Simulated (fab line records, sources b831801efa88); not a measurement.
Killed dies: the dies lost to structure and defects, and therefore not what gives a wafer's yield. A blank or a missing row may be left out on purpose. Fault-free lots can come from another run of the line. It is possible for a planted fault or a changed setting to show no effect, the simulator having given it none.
Which tool is to blame? -- flow gf180mcu -- 14 lots, 42 wafers sampled, at 5 steps of a route of 602

== WHAT THE GAUGES SHOWED, per wafer ==
GF_NWELL_OVL_MEAS_07. Usual: for NWELL_OVL the level is -0.8 nm and the standard deviation is 1.3.
lot,measured,on,NWELL_OVL (nm),flag
L207,day 3 14:25,overlay-02,-2.8 -1.7 -2.3,
L208,day 3 20:28,overlay-01,-2.4 -2.2 0.6,
L209,day 4 00:02,overlay-01,0.1 -0.3 -0.7,
L211,day 4 10:31,overlay-02,-0.7 -1.8 -2.7,
L214,day 5 06:04,overlay-02,-0.4 -1.9 -1.2,
L215,day 5 10:31,overlay-01,-1.2 0.3 -0.1,
L218,day 6 01:04,overlay-02,-0.1 -1.0 -0.3,
L221,day 6 20:02,overlay-02,-0.3 0.0 -0.9,
L224,day 7 10:37,overlay-02,-0.4 -1.4 -2.1,
L225,day 7 15:50,overlay-02,-0.5 -1.6 -1.5,
L226,day 7 22:20,overlay-02,-2.2 -1.2 -2.3,
L227,day 8 03:47,overlay-02,-1.0 -0.5 -0.2,
L228,day 8 09:13,overlay-02,-1.5 -2.0 1.1,
L229,day 8 14:11,overlay-02,-1.4 -1.4 -1.8,

GF_NWELL_TW_MEAS_11. Usual: for NWELL_TW the level is 1569 and the standard deviation is 11.
lot,measured,on,NWELL_TW,flag
L207,day 3 14:51,film_metro-01,1559 1551 1551,
L208,day 3 20:54,film_metro-02,1587 1584 1591,
L209,day 4 00:29,film_metro-01,1564 1564 1568,
L211,day 4 10:56,film_metro-03,1565 1564 1571,
L214,day 5 06:29,film_metro-03,1561 1564 1567,
L215,day 5 10:57,film_metro-02,1591 1600 1600,
L218,day 6 01:30,film_metro-02,1588 1579 1584,
L221,day 6 20:29,film_metro-03,1577 1573 1566,
L224,day 7 11:04,film_metro-03,1574 1569 1575,
L225,day 7 16:16,film_metro-02,1582 1575 1571,
L226,day 7 22:46,film_metro-01,1561 1564 1570,
L227,day 8 04:13,film_metro-01,1575 1578 1569,
L228,day 8 09:40,film_metro-01,1564 1567 1565,
L229,day 8 14:37,film_metro-03,1567 1568 1568,

GF_LVPWELL_OVL_MEAS_07. Usual: for LVPWELL_OVL the level is 0.2 nm and the standard deviation is 1.5.
lot,measured,on,LVPWELL_OVL (nm),flag
L207,day 4 03:28,overlay-01,1.3 -1.3 -0.9,
L208,day 4 09:25,overlay-01,3.3 1.0 0.3,
L209,day 4 13:44,overlay-02,0.8 -0.7 0.5,
L211,day 5 00:23,overlay-01,0.2 1.0 -1.1,
L214,day 5 20:28,overlay-02,-0.3 1.1 2.2,
L215,day 6 01:13,overlay-01,0.1 1.7 0.1,
L218,day 6 17:04,overlay-02,0.5 -0.3 -2.8,
L221,day 7 12:25,overlay-02,3.7 1.3 -0.2,
L224,day 8 02:46,overlay-01,1.9 3.3 2.0,
L225,day 8 07:55,overlay-02,0.4 -0.1 -2.0,
L226,day 8 14:32,overlay-02,-2.2 -0.8 -2.1,
L227,day 8 19:58,overlay-02,-0.6 -1.8 1.0,
L228,day 9 02:07,overlay-02,0.3 0.5 0.5,
L229,day 9 07:17,overlay-01,1.2 -2.7 0.7,

GF_VT_IMPLANT_TW_MEAS_21. Usual: for VT_IMPLANT_2_TW the level is 1213 and the standard deviation is 7.2.
lot,measured,on,VT_IMPLANT_2_TW,flag
L207,day 6 13:15,film_metro-03,1214 1212 1219,
L208,day 6 20:08,film_metro-03,1212 1210 1209,
L209,day 7 01:25,film_metro-03,1213 1211 1211,
L211,day 7 13:25,film_metro-04,1226 1231 1230,
L214,day 8 11:59,film_metro-01,1210 1215 1215,
L215,day 8 18:42,film_metro-04,1216 1219 1221,
L218,day 9 11:44,film_metro-04,1215 1217 1211,
L221,day 10 08:25,film_metro-03,1251 1247 1256,OFF
L224,day 11 00:25,film_metro-03,1242 1246 1248,OFF
L225,day 11 05:34,film_metro-03,1253 1245 1256,OFF
L226,day 11 13:41,film_metro-03,1208 1212 1214,
L227,day 11 20:46,film_metro-03,1209 1210 1218,
L228,day 12 03:09,film_metro-03,1213 1215 1215,
L229,day 12 07:50,film_metro-01,1202 1202 1204,

== TOOL THAT RAN EACH LOT (tool first, then ch and the chambers of the sampled wafers, then the start) ==
lot,GF_VT_IMPLANT_IMPLANT_19
L207,"implanter-04 ch 0, day 6 13:00"
L208,"implanter-04 ch 0, day 6 19:53"
L209,"implanter-04 ch 0, day 7 01:10"
L211,"implanter-02 ch 0, day 7 13:10"
L214,"implanter-04 ch 0, day 8 11:44"
L215,"implanter-04 ch 0, day 8 18:28"
L218,"implanter-04 ch 0, day 9 11:29"
L221,"implanter-04 ch 0, day 10 08:11"
L224,"implanter-04 ch 0, day 11 00:11"
L225,"implanter-04 ch 0, day 11 05:19"
L226,"implanter-02 ch 0, day 11 13:26"
L227,"implanter-02 ch 0, day 11 20:31"
L228,"implanter-02 ch 0, day 12 02:55"
L229,"implanter-03 ch 0, day 12 07:35"
- GF_VT_IMPLANT_IMPLANT_19

== AS READ BY THE TOOLS THEMSELVES (means over the sampled wafers that have a number; for cases with no such wafer, the mark the record gives instead) ==
GF_VT_IMPLANT_IMPLANT_19. Usual: beam_energy_keV 100.00, standard deviation 0.033; beam_on_s 9.98 s, standard deviation 0.21; end_station_pressure_torr 5.01e-06 Torr, standard deviation 2.6e-07.
lot,tool,beam_energy_keV,beam_on_s (s),end_station_pressure_torr (Torr),flag
L207,implanter-04,99.99,10.05,4.94e-06,
L208,implanter-04,99.97,9.91,4.89e-06,
L209,implanter-04,100.03,10.09,5.07e-06,
L211,implanter-02,99.99,9.92,5.23e-06,
L214,implanter-04,99.99,10.14,4.82e-06,
L215,implanter-04,100.00,9.85,5.10e-06,
L218,implanter-04,100.00,10.05,4.83e-06,
L221,implanter-04,110.36,9.81,5.07e-06,OFF
L224,implanter-04,110.44,10.08,5.12e-06,OFF
L225,implanter-04,110.41,9.93,4.72e-06,OFF
L226,implanter-02,99.99,9.86,5.03e-06,
L227,implanter-02,100.01,10.07,5.05e-06,
L228,implanter-02,100.02,10.02,5.02e-06,
L229,implanter-03,100.00,10.09,5.04e-06,

== THE ANSWER, worked out from the rows above alone ==
Rule: take the mean of a lot's wafers that have a number; if it is more than 3 standard deviations from the usual mean, the lot is off. Also off: a lot with no number at a reading for which 4 or more lots have one. All remaining lots with rows at the step are treated as sound. After the gauges, taken in route order, come the tools' own readings; for these a lot's mean is taken, as printed above. The first step at which some lot is off is used, and at that step the reading that is off furthest; a lot without a number counts as furthest.
Off: at GF_VT_IMPLANT_TW_MEAS_21 (VT_IMPLANT_2_TW), L221, L224, L225.
A tool fits if, at a process step before that reading, it ran every lot that is off, and no sound lot after the first of them. The gauges at GF_VT_IMPLANT_TW_MEAS_21 aren't tried: what is off there is off at GF_VT_IMPLANT_IMPLANT_19 too, on other tools, and a gauge's error can't cause that. One fits: GF_VT_IMPLANT_IMPLANT_19 on implanter-04. A fault onset in the window from L218 (day 9 11:29, its last sound lot) to L221 (day 10 08:11, its first lot off) fits.
On the lots that are off, the tool's own readings at GF_VT_IMPLANT_IMPLANT_19 differ by more than 5 times the standard deviation of the sound lots' means, which bears it out; beam_energy_keV reads 110.40 there versus 100.00 on the sound lots.

== WHAT THE SIMULATOR HAD PUT IN ==
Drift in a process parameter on implanter-04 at GF_VT_IMPLANT_IMPLANT_19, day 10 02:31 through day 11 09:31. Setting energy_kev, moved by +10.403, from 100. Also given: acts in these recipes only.
Lots struck among those shown: L221, L224, L225. The rule above reached the same finding.
